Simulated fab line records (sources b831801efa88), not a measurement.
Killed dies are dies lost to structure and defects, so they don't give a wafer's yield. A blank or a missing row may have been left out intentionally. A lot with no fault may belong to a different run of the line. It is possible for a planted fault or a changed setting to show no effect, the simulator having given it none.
Which tool is to blame? ; flow gf180mcu ; 13 lots, 38 wafers sampled, at 5 steps of a route of 602

== WHAT EACH GAUGE READ, for each wafer ==
GF_M3_RS_MEAS_05: a four-point-probe measurement.
lot;measured;on;M3_ALCU_RS (ohm/sq)
L947;day 20 15:05;film_metro-04;0.0697 0.0694 0.0710
L948;day 21 06:53;film_metro-04;0.0708 0.0691 0.0693
L949;day 21 08:26;film_metro-04;0.0699 0.0689 0.0690
L950;day 21 22:34;film_metro-02;0.0705 0.0691 0.0688
L951;day 22 06:14;film_metro-04;0.0688 0.0709 0.0693
L953;day 23 07:37;film_metro-02;0.0683 0.0693 0.0692
L954;day 23 11:17;film_metro-04;0.0679 0.0690
L962;day 25 23:34;film_metro-02;0.0696 0.0703 0.0692
L963;day 26 15:01;film_metro-02;0.0699 0.0699 0.0700
L965;day 26 19:46;film_metro-02;0.0701 0.0690 0.0687
L967;day 27 14:22;film_metro-04;0.0686 0.0680 0.0690
L968;day 27 15:22;film_metro-01;0.0709 0.0704 0.0713
L969;day 28 12:55;film_metro-02;0.0684 0.0679 0.0676

GF_PASSIVATION_THK_MEAS_01.
lot;measured;on;PASSIVATION_CVD_00_THK (nm)
L947;day 28 11:22;film_metro-02;991 1003 1003
L948;day 29 03:52;film_metro-03;984 1003 994
L949;day 29 04:44;film_metro-01;1016 1022 1002
L950;day 29 09:40;film_metro-03;999 983 1008
L951;day 29 16:17;film_metro-03;988 1006 1020
L953;day 30 12:55;film_metro-03;1032 974 1063
L954;day 30 22:56;film_metro-02;1048 1001
L962;day 32 17:12;film_metro-03;995 988 980
L963;day 33 04:45;film_metro-01;1010 1025 1004
L965;day 33 11:23;film_metro-02;998 995 1013
L967;day 33 22:07;film_metro-01;1015 992 1020
L968;day 33 23:21;film_metro-02;986 994 994
L969;day 34 16:38;film_metro-01;988 977 1002

== EACH LOT AND THE TOOL THAT RAN IT (in order: tool; ch and the chambers of the sampled wafers; start) ==
lot;GF_V2_CMP_26;GF_V4_CVD_23;GF_PASSIVATION_CVD_00
L947;cmp-02 ch 0,1,2, day 20 14:38;cvd_w-02 ch 1, day 24 18:38;pecvd-03 ch 0,1, day 28 11:17
L948;cmp-01 ch 0,2, day 21 06:22;cvd_w-02 ch 0,1, day 25 14:35;pecvd-01 ch 0,2, day 29 03:47
L949;cmp-02 ch 0,1,3, day 21 07:53;cvd_w-01 ch 0,1, day 25 15:22;pecvd-01 ch 0,2, day 29 04:39
L950;cmp-01 ch 0,1,3, day 21 22:03;cvd_w-02 ch 1, day 25 19:23;pecvd-02 ch 0,1,2, day 29 09:35
L951;cmp-02 ch 0,1,3, day 22 05:50;cvd_w-02 ch 0,1, day 26 02:56;pecvd-02 ch 0,1,2, day 29 16:11
L953;cmp-01 ch 0,1,3, day 23 07:11;cvd_w-02 ch 0,1, day 27 01:55;pecvd-02 ch 0,1,2, day 30 12:50
L954;cmp-02 ch 1,3, day 23 10:49;cvd_w-02 ch 0,1, day 27 12:36;pecvd-02 ch 0,1, day 30 22:52
L962;cmp-02 ch 0,1,2, day 25 23:02;cvd_w-02 ch 0,1, day 29 13:03;pecvd-01 ch 0,1,2, day 32 17:07
L963;cmp-02 ch 0,1,2, day 26 14:33;cvd_w-02 ch 0,1, day 30 03:03;pecvd-03 ch 1,2, day 33 04:39
L965;cmp-02 ch 0,1,2, day 26 19:17;cvd_w-01 ch 0,1, day 30 07:29;pecvd-01 ch 0,1,2, day 33 11:18
L967;cmp-02 ch 0,2,3, day 27 13:51;cvd_w-01 ch 0,1, day 30 23:23;pecvd-02 ch 0,2, day 33 22:02
L968;cmp-02 ch 0,1,2, day 27 14:51;cvd_w-02 ch 0,1, day 31 01:55;pecvd-01 ch 0,1,2, day 33 23:15
L969;cmp-02 ch 2,3, day 28 12:24;cvd_w-01 ch 0,1, day 31 19:44;pecvd-03 ch 0,1, day 34 16:34
- GF_V2_CMP_26: polishes, stops on SiO2, t overpolish 15 s, target thk 0 nm.
- GF_V4_CVD_23: deposits W, target thk 350 nm, time 104.9 s.
- GF_PASSIVATION_CVD_00: deposits SiO2 from TEOS, target thk 1000 nm, time 111.95 s.

== WHAT THE TOOLS THEMSELVES READ (means of the sampled wafers that have a number; where no wafer has one, the mark that the record gives instead) ==
GF_V2_CMP_26.
lot;tool;motor_current_A (A);overpolish_run_s (s);time_to_endpoint_s (s)
L947;cmp-02;12.5;14.996;87
L948;cmp-01;10.8;15.001;88
L949;cmp-02;11.2;15.006;82
L950;cmp-01;9.8;14.999;86
L951;cmp-02;11.0;14.995;85
L953;cmp-01;9.8;15.001;87
L954;cmp-02;10.9;14.995;83
L962;cmp-02;12.5;15.004;87
L963;cmp-02;12.5;15.002;85
L965;cmp-02;12.6;14.997;86
L967;cmp-02;11.3;15.009;85
L968;cmp-02;12.2;15.004;87
L969;cmp-02;10.9;15.004;86

GF_V4_CVD_23.
lot;tool;heater_power_w (W);run_length_s (s)
L947;cvd_w-02;858;133.4
L948;cvd_w-02;838;132.9
L949;cvd_w-01;897;132.9
L950;cvd_w-02;846;133.1
L951;cvd_w-02;843;132.7
L953;cvd_w-02;847;132.1
L954;cvd_w-02;844;132.2
L962;cvd_w-02;851;132.5
L963;cvd_w-02;845;132.6
L965;cvd_w-01;881;132.8
L967;cvd_w-01;888;132.5
L968;cvd_w-02;851;132.1
L969;cvd_w-01;823;132.7

GF_PASSIVATION_CVD_00.
lot;tool;heater_power_w (W);run_length_s (s)
L947;pecvd-03;600;140.8
L948;pecvd-01;710;139.6
L949;pecvd-01;705;139.4
L950;pecvd-02;738;140.3
L951;pecvd-02;653;140.1
L953;pecvd-02;661;143.4
L954;pecvd-02;709;142.1
L962;pecvd-01;650;139.7
L963;pecvd-03;773;139.4
L965;pecvd-01;618;139.6
L967;pecvd-02;673;140.5
L968;pecvd-01;620;139.9
L969;pecvd-03;599;140.4

== THE ANSWER, worked out from the rows above alone ==
Rule: usual is defined by the lots themselves. Put in order of their means at a reading, lots are off if they are a third of the lots or fewer, leave a main group of 4 or more, and stand apart from it by a gap of 3 or more times the standard deviation of the main group's means; of several such gaps the widest counts. Not used: any main group whose means are identical at the precision the tables above print for the reading. A lot without any number at a reading at which 4 lots or more have one is off too. Where the step has rows for the other lots, those lots are counted as sound. First the gauges in route order, then the tools' own readings, where a lot's mean is used as printed above. At the first step where some lot is off, the reading lying furthest off is the one used; lots without a number count as furthest.
None of the lots is off at any reading shown; this tells nothing.

== WHAT THE SIMULATOR HAD INSERTED ==
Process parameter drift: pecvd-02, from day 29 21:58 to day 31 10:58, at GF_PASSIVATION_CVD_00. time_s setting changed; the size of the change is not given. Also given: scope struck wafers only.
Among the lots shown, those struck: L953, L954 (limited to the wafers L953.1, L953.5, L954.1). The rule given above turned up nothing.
